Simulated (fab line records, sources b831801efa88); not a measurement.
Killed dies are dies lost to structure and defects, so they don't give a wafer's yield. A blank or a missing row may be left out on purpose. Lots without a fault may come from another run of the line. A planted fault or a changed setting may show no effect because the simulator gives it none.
Chamber matching | flow gf180mcu | GF_CONTACT_ETCH_16 on rie_diel-01: 4 sister chambers
The step etches BARC in N2/H2. 14 wafers are shown with their chamber, then 7 later ones without.

WAFERS WITH THEIR CHAMBER
wafer  | chamber | drypump_motor_current_A (A) | oes_product_au (a.u.) | bias_w (W)
L638.2 | 3       | 5.9                         | 0.853                 | 99.3
L638.4 | 1       | 6.7                         | 0.847                 | 100.2
L638.5 | 1       | 6.7                         | 0.856                 | 100.5
L640.1 | 2       | 5.8                         | 0.846                 | 100.5
L640.2 | 3       | 5.8                         | 0.859                 | 100.2
L640.5 | 1       | 6.7                         | 0.850                 | 100.2
L645.2 | 0       | 5.0                         | 0.864                 | 100.5
L645.4 | 2       | 5.9                         | 0.855                 | 100.3
L645.6 | 3       | 5.8                         | 0.863                 | 100.1
L649.1 | 2       | 5.8                         | 0.853                 | 99.5
L649.2 | 1       | 6.7                         | 0.857                 | 100.7
L649.6 | 1       | 6.7                         | 0.854                 | 100.0
L655.1 | 1       | 6.7                         | 0.852                 | 99.9
L655.3 | 3       | 5.8                         | 0.858                 | 100.1

SIGNATURES (means of the wafers above)
reading                 | chamber 0 | chamber 1 | chamber 2 | chamber 3 | scatter within a chamber
drypump_motor_current_A | 5.000     | 6.700     | 5.833     | 5.825     | 0.0376
oes_product_au          | 0.86400   | 0.85267   | 0.85133   | 0.85825   | 0.00408
bias_w                  | 100.500   | 100.250   | 100.100   | 99.925    | 0.393
Rule: a wafer's distance from a chamber is the root of the sum, over the readings, of the square of ((its reading less the chamber's mean) divided by the reading's scatter). The wafer belongs to the nearest chamber; if the next one is less than 2 further off, it can't be placed. The scatter: the root of (the sum of the squares of (reading less its chamber's mean) over the shown wafers, divided by (wafers less chambers)).

WAFERS WITHOUT THEIR CHAMBER
wafer  | drypump_motor_current_A (A) | oes_product_au (a.u.) | bias_w (W)
L655.5 | 5.9                         | 0.844                 | 100.0
L656.1 | 6.7                         | 0.859                 | 99.3
L656.2 | 5.0                         | 0.848                 | 100.0
L656.5 | 5.8                         | 0.852                 | 100.3
L659.1 | 5.8                         | 0.852                 | 99.5
L659.2 | 5.9                         | 0.852                 | 99.7
L659.3 | 5.0                         | 0.861                 | 99.7

WHICH CHAMBER EACH WENT THROUGH
wafer  | from the rows above     | in truth
L655.5 | can't be placed: 2 or 3 | 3
L656.1 | 1                       | 1
L656.2 | 0                       | 0
L656.5 | can't be placed: 2 or 3 | 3
L659.1 | can't be placed: 2 or 3 | 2
L659.2 | can't be placed: 2 or 3 | 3
L659.3 | 0                       | 0
Placed correctly: 3 of 7. Can't be placed from these rows: 4 (the true chamber is among the candidates in 4). Placed wrongly: 0.
